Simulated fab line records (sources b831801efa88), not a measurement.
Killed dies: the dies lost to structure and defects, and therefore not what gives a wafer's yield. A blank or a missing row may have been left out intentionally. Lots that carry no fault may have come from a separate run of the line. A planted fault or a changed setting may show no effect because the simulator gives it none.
The tool behind it: which one? / flow gf180mcu / 39 wafers from 13 lots sampled at 4 of the route's 602 steps

== WHAT EACH GAUGE READ, for each wafer ==
GF_TOP_METAL_RS_MEAS_05: measurement is done with a four-point probe. Usual: for TOP_METAL_ALCU_RS the level is 0.0328 ohm/sq and the standard deviation is 0.00034.
lot=L409; measured=day 27 08:55; on=filmMetro-02; TOP_METAL_ALCU_RS (ohm/sq)=0.0332 0.0328 0.0331; flag=
lot=L410; measured=day 27 17:16; on=filmMetro-04; TOP_METAL_ALCU_RS (ohm/sq)=0.0321 0.0323 0.0323; flag=
lot=L412; measured=day 28 02:29; on=filmMetro-03; TOP_METAL_ALCU_RS (ohm/sq)=0.0324 0.0324 0.0325; flag=
lot=L411; measured=day 28 03:23; on=filmMetro-02; TOP_METAL_ALCU_RS (ohm/sq)=0.0326 0.0327 0.0329; flag=
lot=L413; measured=day 28 18:30; on=filmMetro-04; TOP_METAL_ALCU_RS (ohm/sq)=0.0326 0.0324 0.0326; flag=
lot=L416; measured=day 29 04:43; on=filmMetro-02; TOP_METAL_ALCU_RS (ohm/sq)=0.0332 0.0331 0.0330; flag=
lot=L421; measured=day 30 21:09; on=filmMetro-03; TOP_METAL_ALCU_RS (ohm/sq)=0.0326 0.0321 0.0329; flag=
lot=L424; measured=day 31 12:58; on=filmMetro-02; TOP_METAL_ALCU_RS (ohm/sq)=0.0326 0.0323 0.0322; flag=
lot=L426; measured=day 32 04:37; on=filmMetro-03; TOP_METAL_ALCU_RS (ohm/sq)=0.0326 0.0326 0.0325; flag=
lot=L429; measured=day 33 04:20; on=filmMetro-03; TOP_METAL_ALCU_RS (ohm/sq)=0.0326 0.0327 0.0327; flag=
lot=L431; measured=day 33 12:01; on=filmMetro-03; TOP_METAL_ALCU_RS (ohm/sq)=0.0334 0.0332 0.0331; flag=
lot=L430; measured=day 33 13:07; on=filmMetro-04; TOP_METAL_ALCU_RS (ohm/sq)=0.0330 0.0331 0.0330; flag=
lot=L432; measured=day 33 20:19; on=filmMetro-04; TOP_METAL_ALCU_RS (ohm/sq)=0.0325 0.0323 0.0322; flag=

GF_TOP_METAL_CD_MEAS_14 targets a cd of 440 nm. Usual: cdNm at 440.4 nm, with a standard deviation of 2.
lot=L409; measured=day 28 05:25; on=cdSem-01; cdNm (nm)=437.1 439.3 439.5; flag=
lot=L410; measured=day 28 12:43; on=cdSem-01; cdNm (nm)=444.0 441.3 442.4; flag=
lot=L412; measured=day 28 21:36; on=cdSem-02; cdNm (nm)=440.9 439.2 439.3; flag=
lot=L411; measured=day 28 22:49; on=cdSem-01; cdNm (nm)=439.8 438.4 439.8; flag=
lot=L413; measured=day 29 13:14; on=cdSem-01; cdNm (nm)=441.7 440.6 442.1; flag=
lot=L416; measured=day 30 00:12; on=cdSem-02; cdNm (nm)=436.2 437.5 439.6; flag=
lot=L421; measured=day 31 14:04; on=cdSem-02; cdNm (nm)=440.4 440.8 440.5; flag=
lot=L424; measured=day 32 05:20; on=cdSem-01; cdNm (nm)=441.6 439.9 440.8; flag=
lot=L426; measured=day 32 20:55; on=cdSem-02; cdNm (nm)=440.4 440.0 441.1; flag=
lot=L429; measured=day 33 19:11; on=cdSem-02; cdNm (nm)=439.9 438.9 441.0; flag=
lot=L431; measured=day 34 02:37; on=cdSem-01; cdNm (nm)=439.8 440.2 440.5; flag=
lot=L430; measured=day 34 04:26; on=cdSem-01; cdNm (nm)=439.1 439.5 440.3; flag=
lot=L432; measured=day 34 11:04; on=cdSem-02; cdNm (nm)=440.6 439.8 440.4; flag=

== WHICH TOOL RAN EACH LOT (tool, then ch and the chambers of the sampled wafers, then the start) ==
lot=L409; GF_M4_SPUTTER_01=pvdSputter-04, day 22 13:56; GF_MIM_SPUTTER_02=pvdSputter-01, day 24 13:50
lot=L410; GF_M4_SPUTTER_01=pvdSputter-01, day 22 20:47; GF_MIM_SPUTTER_02=pvdSputter-04, day 24 20:57
lot=L412; GF_M4_SPUTTER_01=pvdSputter-04, day 23 07:35; GF_MIM_SPUTTER_02=pvdSputter-01, day 25 07:24
lot=L411; GF_M4_SPUTTER_01=pvdSputter-03, day 23 08:14; GF_MIM_SPUTTER_02=pvdSputter-04, day 25 07:44
lot=L413; GF_M4_SPUTTER_01=pvdSputter-04, day 24 00:05; GF_MIM_SPUTTER_02=pvdSputter-02, day 26 00:21
lot=L416; GF_M4_SPUTTER_01=pvdSputter-03, day 24 14:11; GF_MIM_SPUTTER_02=pvdSputter-01, day 26 12:08
lot=L421; GF_M4_SPUTTER_01=pvdSputter-03, day 26 11:11; GF_MIM_SPUTTER_02=pvdSputter-01, day 28 08:58
lot=L424; GF_M4_SPUTTER_01=pvdSputter-04, day 27 07:32; GF_MIM_SPUTTER_02=pvdSputter-01, day 29 02:36
lot=L426; GF_M4_SPUTTER_01=pvdSputter-04, day 28 02:25; GF_MIM_SPUTTER_02=pvdSputter-04, day 29 19:58
lot=L429; GF_M4_SPUTTER_01=pvdSputter-01, day 29 06:17; GF_MIM_SPUTTER_02=pvdSputter-02, day 30 22:17
lot=L431; GF_M4_SPUTTER_01=pvdSputter-04, day 29 16:27; GF_MIM_SPUTTER_02=pvdSputter-02, day 31 07:09
lot=L430; GF_M4_SPUTTER_01=pvdSputter-04, day 29 18:11; GF_MIM_SPUTTER_02=pvdSputter-04, day 31 09:08
lot=L432; GF_M4_SPUTTER_01=pvdSputter-03, day 29 23:20; GF_MIM_SPUTTER_02=pvdSputter-01, day 31 14:50
- GF_M4_SPUTTER_01: material TiN, target thk 30 nm, time 25 s.
- GF_MIM_SPUTTER_02: material AlCu, target thk 450 nm, time 23.9 s.

== AS READ BY THE TOOLS THEMSELVES (means over the sampled wafers that have a number; for cases with no such wafer, the mark the record gives instead) ==
GF_M4_SPUTTER_01. Usual: throttleValvePct at 29.8 %, with a standard deviation of 1.4.
lot=L409; tool=pvdSputter-04; throttleValvePct (%)=28.8; flag=
lot=L410; tool=pvdSputter-01; throttleValvePct (%)=30.3; flag=
lot=L412; tool=pvdSputter-04; throttleValvePct (%)=29.6; flag=
lot=L411; tool=pvdSputter-03; throttleValvePct (%)=30.5; flag=
lot=L413; tool=pvdSputter-04; throttleValvePct (%)=29.0; flag=
lot=L416; tool=pvdSputter-03; throttleValvePct (%)=30.6; flag=
lot=L421; tool=pvdSputter-03; throttleValvePct (%)=30.5; flag=
lot=L424; tool=pvdSputter-04; throttleValvePct (%)=29.0; flag=
lot=L426; tool=pvdSputter-04; throttleValvePct (%)=29.8; flag=
lot=L429; tool=pvdSputter-01; throttleValvePct (%)=30.7; flag=
lot=L431; tool=pvdSputter-04; throttleValvePct (%)=29.0; flag=
lot=L430; tool=pvdSputter-04; throttleValvePct (%)=29.0; flag=
lot=L432; tool=pvdSputter-03; throttleValvePct (%)=29.5; flag=

GF_MIM_SPUTTER_02. Usual: throttleValvePct at 29.8 %, with a standard deviation of 1.5.
lot=L409; tool=pvdSputter-01; throttleValvePct (%)=30.2; flag=
lot=L410; tool=pvdSputter-04; throttleValvePct (%)=29.0; flag=
lot=L412; tool=pvdSputter-01; throttleValvePct (%)=30.6; flag=
lot=L411; tool=pvdSputter-04; throttleValvePct (%)=28.6; flag=
lot=L413; tool=pvdSputter-02; throttleValvePct (%)=30.3; flag=
lot=L416; tool=pvdSputter-01; throttleValvePct (%)=28.3; flag=
lot=L421; tool=pvdSputter-01; throttleValvePct (%)=30.9; flag=
lot=L424; tool=pvdSputter-01; throttleValvePct (%)=30.7; flag=
lot=L426; tool=pvdSputter-04; throttleValvePct (%)=29.1; flag=
lot=L429; tool=pvdSputter-02; throttleValvePct (%)=31.0; flag=
lot=L431; tool=pvdSputter-02; throttleValvePct (%)=30.3; flag=
lot=L430; tool=pvdSputter-04; throttleValvePct (%)=29.6; flag=
lot=L432; tool=pvdSputter-01; throttleValvePct (%)=31.3; flag=

== THE ANSWER, worked out from the rows above alone ==
Rule: a lot counts as off when the mean over its wafers that have a number is more than 3 standard deviations away from the usual mean. A lot without any number at a reading at which 4 lots or more have one is off too. Where the step has rows for the other lots, those lots are counted as sound. The gauges are gone through in route order, then the tools' own readings, and for those a lot's mean is taken as printed above. The first step at which some lot is off is used, and at that step the reading that is off furthest; a lot without a number counts as furthest.
No lot is off on any of the readings shown, so nothing can be concluded from this.

== WHAT HAD BEEN PUT IN BY THE SIMULATOR ==
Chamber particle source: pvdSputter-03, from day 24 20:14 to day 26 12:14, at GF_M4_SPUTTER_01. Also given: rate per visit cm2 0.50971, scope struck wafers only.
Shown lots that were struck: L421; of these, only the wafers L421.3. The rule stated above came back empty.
